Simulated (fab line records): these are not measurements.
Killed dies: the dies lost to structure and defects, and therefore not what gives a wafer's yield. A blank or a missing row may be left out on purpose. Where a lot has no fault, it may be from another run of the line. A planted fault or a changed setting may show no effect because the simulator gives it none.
Which tool is to blame? ; flow gf180mcu ; 6 lots with 18 wafers sampled at 3 steps, on a route of 602 steps

== WHAT THE GAUGES READ, wafer by wafer ==
GF_MIM_THK_MEAS_06.
lot;measured;on;MIM_CVD_05_THK (nm)
L741;day 24 21:04;film_metro-02;41.6 42.3 42.1
L743;day 25 10:23;film_metro-03;41.7 42.0 42.5
L746;day 26 13:25;film_metro-02;40.8 41.5 42.7
L753;day 28 20:38;film_metro-02;41.5 14.5 42.3
L755;day 29 08:23;film_metro-03;41.6 13.8 41.4
L762;day 31 05:20;film_metro-01;42.3 42.3 42.5

== EACH LOT AND THE TOOL THAT RAN IT (in order: tool; ch and the chambers of the sampled wafers; start) ==
lot;GF_M3_SPUTTER_03;GF_MIM_CVD_05
L741;pvd_sputter-03, day 20 19:28;pecvd-03 ch 0,2, day 24 21:01
L743;pvd_sputter-03, day 21 10:02;pecvd-03 ch 0,1,2, day 25 10:21
L746;pvd_sputter-04, day 22 14:14;pecvd-01 ch 1,2, day 26 13:23
L753;pvd_sputter-03, day 25 04:31;pecvd-03 ch 1,2, day 28 20:35
L755;pvd_sputter-04, day 25 16:52;pecvd-03 ch 0,1,2, day 29 08:21
L762;pvd_sputter-04, day 27 19:07;pecvd-01 ch 0,2, day 31 05:18
- GF_M3_SPUTTER_03: material Ti, target thk 10 nm, time 6.7 s.
- GF_MIM_CVD_05: deposits Si3N4, target thk 42 nm, time 29.086 s.

== THE ANSWER, worked out from the rows above alone ==
Rule: what is usual is taken from the lots themselves. The widest of any qualifying gaps counts: lots, ordered by their means at a reading, are off when they make up no more than a third of the lots, leave a main group of 4 or more, and stand apart from it by 3 or more times the standard deviation of that group's means. A main group is skipped when, at the precision printed for the reading in the tables above, its means are all equal. Also off: a lot with no number at a reading for which 4 or more lots have one. All remaining lots with rows at the step are treated as sound.
Off: L753, L755, at GF_MIM_THK_MEAS_06 (MIM_CVD_05_THK). For the main group the mean is 42.0 nm and the standard deviation 0.25.
A tool fits if, at a process step before that reading, it ran every lot that is off, and no sound lot after the first of them. Those tools and the gauges at GF_MIM_THK_MEAS_06 are tried in the same way. One fits: GF_MIM_CVD_05 on pecvd-03. Its last sound lot is L743 (day 25 10:21), its first lot that is off L753 (day 28 20:35): a fault that began between those two fits.

== WHAT WAS PUT IN BY THE SIMULATOR ==
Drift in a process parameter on pecvd-03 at GF_MIM_CVD_05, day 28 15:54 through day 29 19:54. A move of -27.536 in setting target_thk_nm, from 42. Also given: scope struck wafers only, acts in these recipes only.
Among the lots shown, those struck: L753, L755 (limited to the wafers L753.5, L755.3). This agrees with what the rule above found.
